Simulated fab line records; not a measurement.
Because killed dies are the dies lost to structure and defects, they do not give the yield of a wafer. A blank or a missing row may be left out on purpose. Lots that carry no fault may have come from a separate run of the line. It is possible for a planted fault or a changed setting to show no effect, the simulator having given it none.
fab line records / flow sky130 / part 2 of 2: steps 27 to 33 of 33
[record] lots = 5 wafers = 15 last-day = 47
route steps=708 shown CONTACT@422 METAL1@434
lots with no fault: from the same line, run without faults
start-h: hours from the record's first day to the start of the lot's first wafer shown / wait-h: hours elapsed since this lot's preceding step / " as in the row above / L1.1+2: several wafers, shown together as one row / - no value, or no start was given / * or withheld: withheld / < > ~ a bound
route shown NAME@n: NAME is a module with steps in the file, n the number in the route of the first one / usual: the fault-free wafers' mean and standard deviation / same: alike in all rows / chamber/n: place in a boat / sites: per-site readings / _std_site: standard deviation of those values / _edge_site: mean of outer sites minus mean of inner sites / radius-mm: for every site, how far away it sits from the centre of the wafer / mask NAME#n: copy n / behind: tool/chamber where the wafer was last shaped / hold: reason for holding the lot/hours on hold/outcome of the hold / device: whichever transistor did not switch (one of n, p or np) / end of line: the tests these same wafers got at the end of their route / for a step that has no rows: nothing shown but its recipe / killed: dies lost to structure and defects at the first sort, not the wafer's yield / map: per-die view of a wafer (x killed, . not killed, _ where there is no die)
set.NAME: the run value of the setting; set.NAME@STEP: its run value at that earlier step / model.NAME: the simulator's own value behind a step, which no gauge read
certain route steps with their lots: each step a table, each wafer a row
services: the hour from which a tool's chamber was out of use, counted from the record's first day as start-h (under 0 if before that day), plus the number of hours and why
[[steps]]
[step SKY_METAL1_DEVELOP_14]
[recipe] develop-time-s = 60 resist = KrF-thick dev-temp-c = 21
lot.wafer=L074.2+3+4 tool=litho-track-02 chamber=0 start-h=- wait-h=-
lot.wafer=L075.1+2+6 tool=litho-track-03 chamber=0 start-h=- wait-h=-
lot.wafer=L078.3+5+6 tool=litho-track-02 chamber=0 start-h=- wait-h=-
lot.wafer=L082.3+5+6 tool=litho-track-02 chamber=0 start-h=- wait-h=-
lot.wafer=L084.1+2+3 tool=litho-track-01 chamber=0 start-h=- wait-h=-
[step SKY_METAL1_CD_MEAS_15]
[recipe] target-cd-nm = 140
[usual] cd-nm = 139.8/1.7
lot.wafer=L074.2 tool=cd-sem-02 chamber=- start-h=767.18 wait-h=- cd-nm=140.9
lot.wafer=L074.3 tool=cd-sem-02 chamber=- start-h=767.18 wait-h=- cd-nm=141.5
lot.wafer=L074.4 tool=cd-sem-02 chamber=- start-h=767.18 wait-h=- cd-nm=139.4
lot.wafer=L075.1 tool=cd-sem-02 chamber=- start-h=774.10 wait-h=- cd-nm=139.7
lot.wafer=L075.2 tool=cd-sem-02 chamber=- start-h=774.10 wait-h=- cd-nm=140.7
lot.wafer=L075.6 tool=cd-sem-02 chamber=- start-h=774.10 wait-h=- cd-nm=139.4
lot.wafer=L078.3 tool=cd-sem-02 chamber=- start-h=796.60 wait-h=- cd-nm=141.0
lot.wafer=L078.5 tool=cd-sem-02 chamber=- start-h=796.60 wait-h=- cd-nm=141.1
lot.wafer=L078.6 tool=cd-sem-02 chamber=- start-h=796.60 wait-h=- cd-nm=139.1
lot.wafer=L082.3 tool=cd-sem-02 chamber=- start-h=831.65 wait-h=- cd-nm=143.1
lot.wafer=L082.5 tool=cd-sem-02 chamber=- start-h=831.65 wait-h=- cd-nm=141.8
lot.wafer=L082.6 tool=cd-sem-02 chamber=- start-h=831.65 wait-h=- cd-nm=144.7
lot.wafer=L084.1 tool=cd-sem-01 chamber=- start-h=843.38 wait-h=- cd-nm=138.6
lot.wafer=L084.2 tool=cd-sem-01 chamber=- start-h=843.38 wait-h=- cd-nm=137.4
lot.wafer=L084.3 tool=cd-sem-01 chamber=- start-h=843.38 wait-h=- cd-nm=138.4
[step SKY_METAL1_OVL_MEAS_16]
[usual] METAL1_OVL = 0/6.4
lot.wafer=L074.2 tool=overlay-01 chamber=- start-h=767.29 wait-h=0.1 METAL1_OVL[nm]=4
lot.wafer=L074.3 tool=overlay-01 chamber=- start-h=767.29 wait-h=0.1 METAL1_OVL[nm]=-5
lot.wafer=L074.4 tool=overlay-01 chamber=- start-h=767.29 wait-h=0.1 METAL1_OVL[nm]=-1
lot.wafer=L075.1 tool=overlay-01 chamber=- start-h=774.22 wait-h=0.1 METAL1_OVL[nm]=-4
lot.wafer=L075.2 tool=overlay-01 chamber=- start-h=774.22 wait-h=0.1 METAL1_OVL[nm]=-11
lot.wafer=L075.6 tool=overlay-01 chamber=- start-h=774.22 wait-h=0.1 METAL1_OVL[nm]=-6
lot.wafer=L078.3 tool=overlay-01 chamber=- start-h=796.69 wait-h=0.1 METAL1_OVL[nm]=-6
lot.wafer=L078.5 tool=overlay-01 chamber=- start-h=796.69 wait-h=0.1 METAL1_OVL[nm]=-3
lot.wafer=L078.6 tool=overlay-01 chamber=- start-h=796.69 wait-h=0.1 METAL1_OVL[nm]=-5
lot.wafer=L082.3 tool=overlay-01 chamber=- start-h=831.74 wait-h=0.1 METAL1_OVL[nm]=-5
lot.wafer=L082.5 tool=overlay-01 chamber=- start-h=831.74 wait-h=0.1 METAL1_OVL[nm]=-7
lot.wafer=L082.6 tool=overlay-01 chamber=- start-h=831.74 wait-h=0.1 METAL1_OVL[nm]=-4
lot.wafer=L084.1 tool=overlay-02 chamber=- start-h=843.50 wait-h=0.1 METAL1_OVL[nm]=4
lot.wafer=L084.2 tool=overlay-02 chamber=- start-h=843.50 wait-h=0.1 METAL1_OVL[nm]=6
lot.wafer=L084.3 tool=overlay-02 chamber=- start-h=843.50 wait-h=0.1 METAL1_OVL[nm]=-2
[step SKY_METAL1_DESCUM_17]
[recipe] chemistry = O2 source-power-w = 150 bias-power-w = 0 pressure-mtorr = 10 temp-c = 40 time-s = 8
[usual] drypump-motor-current-A = 5.8/0.66 oes-product-au = 1.007/0.0098 rf-fwd-power-W = 146.5/0.47
lot.wafer=L074.2 tool=rie-metal-02 chamber=0 start-h=767.32 wait-h=0.0 drypump-motor-current-A=6.7 oes-product-au=1.008 rf-fwd-power-W=145.6 rf-hours-counter-h=12
lot.wafer=L074.3 tool=rie-metal-02 chamber=0 start-h=767.32 wait-h=0.0 drypump-motor-current-A=6.7 oes-product-au=1.011 rf-fwd-power-W=146.3 rf-hours-counter-h=-
lot.wafer=L074.4 tool=rie-metal-02 chamber=1 start-h=767.32 wait-h=0.0 drypump-motor-current-A=5.3 oes-product-au=1.001 rf-fwd-power-W=147.2 rf-hours-counter-h=-
lot.wafer=L075.1 tool=rie-metal-01 chamber=0 start-h=774.25 wait-h=0.0 drypump-motor-current-A=5.2 oes-product-au=1.014 rf-fwd-power-W=146.7 rf-hours-counter-h=1
lot.wafer=L075.2 tool=rie-metal-01 chamber=1 start-h=774.25 wait-h=0.0 drypump-motor-current-A=6.2 oes-product-au=0.989 rf-fwd-power-W=146.4 rf-hours-counter-h=7
lot.wafer=L075.6 tool=rie-metal-01 chamber=1 start-h=774.25 wait-h=0.0 drypump-motor-current-A=6.2 oes-product-au=1.002 rf-fwd-power-W=145.3 rf-hours-counter-h=-
lot.wafer=L078.3 tool=rie-metal-02 chamber=0 start-h=796.73 wait-h=0.0 drypump-motor-current-A=6.7 oes-product-au=1.011 rf-fwd-power-W=146.8 rf-hours-counter-h=-
lot.wafer=L078.5 tool=rie-metal-02 chamber=1 start-h=796.73 wait-h=0.0 drypump-motor-current-A=5.3 oes-product-au=0.999 rf-fwd-power-W=146.1 rf-hours-counter-h=-
lot.wafer=L078.6 tool=rie-metal-02 chamber=0 start-h=796.73 wait-h=0.0 drypump-motor-current-A=6.7 oes-product-au=1.005 rf-fwd-power-W=147.0 rf-hours-counter-h=-
lot.wafer=L082.3 tool=rie-metal-04 chamber=0 start-h=831.78 wait-h=0.0 drypump-motor-current-A=5.4 oes-product-au=1.012 rf-fwd-power-W=146.7 rf-hours-counter-h=-
lot.wafer=L082.5 tool=rie-metal-04 chamber=1 start-h=831.78 wait-h=0.0 drypump-motor-current-A=5.1 oes-product-au=1.002 rf-fwd-power-W=146.7 rf-hours-counter-h=-
lot.wafer=L082.6 tool=rie-metal-04 chamber=0 start-h=831.78 wait-h=0.0 drypump-motor-current-A=5.4 oes-product-au=1.020 rf-fwd-power-W=147.0 rf-hours-counter-h=-
lot.wafer=L084.1 tool=rie-metal-02 chamber=0 start-h=843.54 wait-h=0.0 drypump-motor-current-A=6.7 oes-product-au=1.002 rf-fwd-power-W=145.9 rf-hours-counter-h=16
lot.wafer=L084.2 tool=rie-metal-02 chamber=0 start-h=843.54 wait-h=0.0 drypump-motor-current-A=6.7 oes-product-au=0.999 rf-fwd-power-W=145.9 rf-hours-counter-h=-
lot.wafer=L084.3 tool=rie-metal-02 chamber=0 start-h=843.54 wait-h=0.0 drypump-motor-current-A=6.7 oes-product-au=1.012 rf-fwd-power-W=146.8 rf-hours-counter-h=-
[step SKY_METAL1_ETCH_18]
[recipe] chemistry = N2/H2 target = BARC ion-energy-ev = 200 bias-w = 100 pressure-mtorr = 30 n2-flow-sccm = 100 h2-flow-sccm = 200 icp-w = 500 stop-on = SiO2 time-s = 45.9 target-depth-a = 600
[usual] drypump-motor-current-A = 5.8/0.66 n2-flow-sccm = 100.00/0.29 oes-product-au = 0.855/0.0046 rf-fwd-power-W = 493.8/1.6 throttle-valve-pct = 13.224/0.0082
lot.wafer=L074.2 tool=rie-metal-02 chamber=0 start-h=767.35 wait-h=0.0 drypump-motor-current-A=6.7 n2-flow-sccm=99.77 oes-product-au=0.858 rf-fwd-power-W=492.3 rf-hours-counter-h=12 throttle-valve-pct=13.235
lot.wafer=L074.3 tool=rie-metal-02 chamber=0 start-h=767.35 wait-h=0.0 drypump-motor-current-A=6.7 n2-flow-sccm=99.45 oes-product-au=0.853 rf-fwd-power-W=493.9 rf-hours-counter-h=- throttle-valve-pct=13.233
lot.wafer=L074.4 tool=rie-metal-02 chamber=1 start-h=767.35 wait-h=0.0 drypump-motor-current-A=5.3 n2-flow-sccm=99.99 oes-product-au=0.857 rf-fwd-power-W=496.5 rf-hours-counter-h=- throttle-valve-pct=13.233
lot.wafer=L075.1 tool=rie-metal-01 chamber=0 start-h=774.28 wait-h=0.0 drypump-motor-current-A=5.2 n2-flow-sccm=99.61 oes-product-au=0.853 rf-fwd-power-W=490.2 rf-hours-counter-h=1 throttle-valve-pct=13.232
lot.wafer=L075.2 tool=rie-metal-01 chamber=1 start-h=774.28 wait-h=0.0 drypump-motor-current-A=6.2 n2-flow-sccm=100.11 oes-product-au=0.850 rf-fwd-power-W=491.2 rf-hours-counter-h=7 throttle-valve-pct=13.233
lot.wafer=L075.6 tool=rie-metal-01 chamber=1 start-h=774.28 wait-h=0.0 drypump-motor-current-A=6.2 n2-flow-sccm=100.34 oes-product-au=0.850 rf-fwd-power-W=490.2 rf-hours-counter-h=- throttle-valve-pct=13.218
lot.wafer=L078.3 tool=rie-metal-02 chamber=0 start-h=796.77 wait-h=0.0 drypump-motor-current-A=6.7 n2-flow-sccm=99.75 oes-product-au=0.863 rf-fwd-power-W=493.4 rf-hours-counter-h=- throttle-valve-pct=13.229
lot.wafer=L078.5 tool=rie-metal-02 chamber=1 start-h=796.77 wait-h=0.0 drypump-motor-current-A=5.3 n2-flow-sccm=99.49 oes-product-au=0.862 rf-fwd-power-W=493.8 rf-hours-counter-h=- throttle-valve-pct=13.219
lot.wafer=L078.6 tool=rie-metal-02 chamber=0 start-h=796.77 wait-h=0.0 drypump-motor-current-A=6.7 n2-flow-sccm=100.26 oes-product-au=0.854 rf-fwd-power-W=493.8 rf-hours-counter-h=- throttle-valve-pct=13.225
lot.wafer=L082.3 tool=rie-metal-04 chamber=0 start-h=831.82 wait-h=0.0 drypump-motor-current-A=5.4 n2-flow-sccm=100.01 oes-product-au=0.851 rf-fwd-power-W=493.8 rf-hours-counter-h=- throttle-valve-pct=13.206
lot.wafer=L082.5 tool=rie-metal-04 chamber=1 start-h=831.82 wait-h=0.0 drypump-motor-current-A=5.2 n2-flow-sccm=99.69 oes-product-au=0.847 rf-fwd-power-W=494.6 rf-hours-counter-h=- throttle-valve-pct=13.231
lot.wafer=L082.6 tool=rie-metal-04 chamber=0 start-h=831.82 wait-h=0.0 drypump-motor-current-A=5.4 n2-flow-sccm=99.47 oes-product-au=0.853 rf-fwd-power-W=492.6 rf-hours-counter-h=- throttle-valve-pct=13.215
lot.wafer=L084.1 tool=rie-metal-02 chamber=0 start-h=843.60 wait-h=0.1 drypump-motor-current-A=6.7 n2-flow-sccm=100.11 oes-product-au=0.851 rf-fwd-power-W=494.0 rf-hours-counter-h=16 throttle-valve-pct=13.222
lot.wafer=L084.2 tool=rie-metal-02 chamber=0 start-h=843.60 wait-h=0.1 drypump-motor-current-A=6.7 n2-flow-sccm=99.83 oes-product-au=0.863 rf-fwd-power-W=495.2 rf-hours-counter-h=- throttle-valve-pct=13.206
lot.wafer=L084.3 tool=rie-metal-02 chamber=0 start-h=843.60 wait-h=0.1 drypump-motor-current-A=6.7 n2-flow-sccm=99.99 oes-product-au=0.854 rf-fwd-power-W=496.2 rf-hours-counter-h=- throttle-valve-pct=13.227
[step SKY_METAL1_METAL_ETCH_19]
[recipe] target-depth-a = 3600 stop-on = SiO2 over-etch-frac = 0.3 time-s = 78 chemistry = Cl2/BCl3 resist-sidewall-deg = 88 pressure-mtorr = 10 icp-w = 900 bias-w = 48.5 Cl2_flow_sccm = 60 bcl3-flow-sccm = 30
[usual] drypump-motor-current-A = 5.8/0.66 oes-product-au = 0.852/0.0062 rf-fwd-power-W = 893/3 throttle-valve-pct = 22.263/0.01
lot.wafer=L074.2 tool=rie-metal-02 chamber=0 start-h=767.41 wait-h=0.0 drypump-motor-current-A=6.7 oes-product-au=0.845 rf-fwd-power-W=890 rf-hours-counter-h=12 throttle-valve-pct=22.257
lot.wafer=L074.3 tool=rie-metal-02 chamber=0 start-h=767.41 wait-h=0.0 drypump-motor-current-A=6.7 oes-product-au=0.851 rf-fwd-power-W=890 rf-hours-counter-h=- throttle-valve-pct=22.246
lot.wafer=L074.4 tool=rie-metal-02 chamber=1 start-h=767.41 wait-h=0.0 drypump-motor-current-A=5.3 oes-product-au=0.852 rf-fwd-power-W=896 rf-hours-counter-h=- throttle-valve-pct=22.255
lot.wafer=L075.1 tool=rie-metal-01 chamber=0 start-h=774.35 wait-h=0.0 drypump-motor-current-A=5.2 oes-product-au=0.849 rf-fwd-power-W=893 rf-hours-counter-h=1 throttle-valve-pct=22.253
lot.wafer=L075.2 tool=rie-metal-01 chamber=1 start-h=774.35 wait-h=0.0 drypump-motor-current-A=6.2 oes-product-au=0.849 rf-fwd-power-W=891 rf-hours-counter-h=7 throttle-valve-pct=22.270
lot.wafer=L075.6 tool=rie-metal-01 chamber=1 start-h=774.35 wait-h=0.0 drypump-motor-current-A=6.3 oes-product-au=0.862 rf-fwd-power-W=895 rf-hours-counter-h=- throttle-valve-pct=22.258
lot.wafer=L078.3 tool=rie-metal-02 chamber=0 start-h=796.84 wait-h=0.1 drypump-motor-current-A=6.7 oes-product-au=0.852 rf-fwd-power-W=893 rf-hours-counter-h=- throttle-valve-pct=22.275
lot.wafer=L078.5 tool=rie-metal-02 chamber=1 start-h=796.84 wait-h=0.1 drypump-motor-current-A=5.3 oes-product-au=0.855 rf-fwd-power-W=894 rf-hours-counter-h=- throttle-valve-pct=22.272
lot.wafer=L078.6 tool=rie-metal-02 chamber=0 start-h=796.84 wait-h=0.1 drypump-motor-current-A=6.7 oes-product-au=0.858 rf-fwd-power-W=892 rf-hours-counter-h=- throttle-valve-pct=22.267
lot.wafer=L082.3 tool=rie-metal-04 chamber=0 start-h=831.89 wait-h=0.1 drypump-motor-current-A=5.4 oes-product-au=0.856 rf-fwd-power-W=895 rf-hours-counter-h=- throttle-valve-pct=22.270
lot.wafer=L082.5 tool=rie-metal-04 chamber=1 start-h=831.89 wait-h=0.1 drypump-motor-current-A=5.1 oes-product-au=0.853 rf-fwd-power-W=887 rf-hours-counter-h=- throttle-valve-pct=22.253
lot.wafer=L082.6 tool=rie-metal-04 chamber=0 start-h=831.89 wait-h=0.1 drypump-motor-current-A=5.4 oes-product-au=0.856 rf-fwd-power-W=891 rf-hours-counter-h=- throttle-valve-pct=22.244
lot.wafer=L084.1 tool=rie-metal-02 chamber=0 start-h=843.73 wait-h=0.1 drypump-motor-current-A=6.7 oes-product-au=0.862 rf-fwd-power-W=895 rf-hours-counter-h=16 throttle-valve-pct=22.263
lot.wafer=L084.2 tool=rie-metal-02 chamber=0 start-h=843.73 wait-h=0.1 drypump-motor-current-A=6.7 oes-product-au=0.860 rf-fwd-power-W=893 rf-hours-counter-h=- throttle-valve-pct=22.274
lot.wafer=L084.3 tool=rie-metal-02 chamber=0 start-h=843.73 wait-h=0.1 drypump-motor-current-A=6.7 oes-product-au=0.853 rf-fwd-power-W=891 rf-hours-counter-h=- throttle-valve-pct=22.252
[step SKY_METAL1_STRIP_20]
[recipe] chemistry = O2/N2 power-w = 1400 pressure-mtorr = 1500 platen-temp-c = withheld o2-flow-sccm = 3000 n2-flow-sccm = 300 overash-fraction = 0.5
[usual] drypump-motor-current-A = 6.1/0.38 n2-flow-sccm = 300.1/0.83 oes-product-au = 0.342/0.0052 strip-time-to-endpoint-s = 2.67/0.049
lot.wafer=L074.2 tool=plasma-asher-02 chamber=1 start-h=767.50 wait-h=0.1 drypump-motor-current-A=6.2 n2-flow-sccm=300.7 oes-product-au=0.341 rf-hours-counter-h=95 strip-time-to-endpoint-s=2.72
lot.wafer=L074.3 tool=plasma-asher-02 chamber=0 start-h=767.50 wait-h=0.1 drypump-motor-current-A=6.3 n2-flow-sccm=300.1 oes-product-au=0.335 rf-hours-counter-h=- strip-time-to-endpoint-s=2.71
lot.wafer=L074.4 tool=plasma-asher-02 chamber=1 start-h=767.50 wait-h=0.1 drypump-motor-current-A=6.2 n2-flow-sccm=299.7 oes-product-au=0.345 rf-hours-counter-h=- strip-time-to-endpoint-s=2.76
lot.wafer=L075.1 tool=plasma-asher-03 chamber=0 start-h=774.44 wait-h=0.1 drypump-motor-current-A=5.7 n2-flow-sccm=298.8 oes-product-au=0.339 rf-hours-counter-h=37 strip-time-to-endpoint-s=2.56
lot.wafer=L075.2 tool=plasma-asher-03 chamber=1 start-h=774.44 wait-h=0.1 drypump-motor-current-A=6.8 n2-flow-sccm=298.7 oes-product-au=0.349 rf-hours-counter-h=37 strip-time-to-endpoint-s=2.67
lot.wafer=L075.6 tool=plasma-asher-03 chamber=1 start-h=774.44 wait-h=0.1 drypump-motor-current-A=6.8 n2-flow-sccm=299.2 oes-product-au=0.344 rf-hours-counter-h=- strip-time-to-endpoint-s=2.65
lot.wafer=L078.3 tool=plasma-asher-02 chamber=0 start-h=796.94 wait-h=0.1 drypump-motor-current-A=6.3 n2-flow-sccm=299.0 oes-product-au=0.335 rf-hours-counter-h=- strip-time-to-endpoint-s=2.68
lot.wafer=L078.5 tool=plasma-asher-02 chamber=0 start-h=796.94 wait-h=0.1 drypump-motor-current-A=6.3 n2-flow-sccm=299.8 oes-product-au=0.350 rf-hours-counter-h=- strip-time-to-endpoint-s=2.73
lot.wafer=L078.6 tool=plasma-asher-02 chamber=1 start-h=796.94 wait-h=0.1 drypump-motor-current-A=6.2 n2-flow-sccm=300.8 oes-product-au=0.344 rf-hours-counter-h=- strip-time-to-endpoint-s=2.65
lot.wafer=L082.3 tool=plasma-asher-01 chamber=0 start-h=831.99 wait-h=0.1 drypump-motor-current-A=5.4 n2-flow-sccm=299.0 oes-product-au=0.345 rf-hours-counter-h=- strip-time-to-endpoint-s=2.67
lot.wafer=L082.5 tool=plasma-asher-01 chamber=0 start-h=831.99 wait-h=0.1 drypump-motor-current-A=5.4 n2-flow-sccm=298.8 oes-product-au=0.337 rf-hours-counter-h=- strip-time-to-endpoint-s=2.70
lot.wafer=L082.6 tool=plasma-asher-01 chamber=1 start-h=831.99 wait-h=0.1 drypump-motor-current-A=6.2 n2-flow-sccm=300.6 oes-product-au=0.348 rf-hours-counter-h=- strip-time-to-endpoint-s=2.68
lot.wafer=L084.1 tool=plasma-asher-01 chamber=0 start-h=843.91 wait-h=0.1 drypump-motor-current-A=5.5 n2-flow-sccm=301.7 oes-product-au=0.339 rf-hours-counter-h=10 strip-time-to-endpoint-s=2.66
lot.wafer=L084.2 tool=plasma-asher-01 chamber=1 start-h=843.91 wait-h=0.1 drypump-motor-current-A=6.2 n2-flow-sccm=300.1 oes-product-au=0.339 rf-hours-counter-h=10 strip-time-to-endpoint-s=2.65
lot.wafer=L084.3 tool=plasma-asher-01 chamber=1 start-h=843.91 wait-h=0.1 drypump-motor-current-A=6.3 n2-flow-sccm=300.3 oes-product-au=0.339 rf-hours-counter-h=- strip-time-to-endpoint-s=2.65
[[services]]
tool=plasma-asher-03 chamber=- start-h=717.15 hours=5.1 kind=repair
tool=krf-scanner-02 chamber=- start-h=718.29 hours=0.8 kind=pm
tool=pvd-sputter-02 chamber=- start-h=727.67 hours=3.9 kind=repair
tool=plasma-asher-01 chamber=- start-h=733.75 hours=9.0 kind=pm
tool=cmp-02 chamber=- start-h=737.79 hours=1.6 kind=repair
tool=pvd-sputter-03 chamber=- start-h=740.79 hours=2.5 kind=repair
tool=krf-scanner-01 chamber=- start-h=745.39 hours=1.3 kind=pm
tool=cmp-01 chamber=- start-h=751.93 hours=1.5 kind=repair
tool=cmp-02 chamber=- start-h=757.99 hours=4.8 kind=pm
tool=pvd-sputter-02 chamber=- start-h=761.01 hours=1.1 kind=repair
tool=rie-metal-02 chamber=- start-h=764.10 hours=2.8 kind=pm
tool=plasma-asher-01 chamber=- start-h=769.37 hours=1.4 kind=repair
tool=rie-diel-02 chamber=- start-h=772.54 hours=2.8 kind=pm
tool=wet-bench-03 chamber=- start-h=774.28 hours=9.1 kind=repair
tool=rie-diel-02 chamber=3 start-h=778.03 hours=3.1 kind=repair
tool=krf-scanner-01 chamber=- start-h=785.91 hours=1.0 kind=pm
tool=krf-scanner-01 chamber=- start-h=806.27 hours=0.8 kind=pm
tool=plasma-asher-04 chamber=- start-h=807.57 hours=1.1 kind=repair
tool=rie-diel-01 chamber=1 start-h=810.01 hours=7.8 kind=repair
tool=cmp-02 chamber=- start-h=810.78 hours=4.0 kind=pm
tool=cmp-02 chamber=- start-h=820.42 hours=0.6 kind=repair
tool=plasma-asher-01 chamber=- start-h=822.76 hours=0.4 kind=repair
tool=rie-diel-01 chamber=1 start-h=827.06 hours=4.0 kind=repair
tool=krf-scanner-01 chamber=- start-h=841.32 hours=3.6 kind=pm
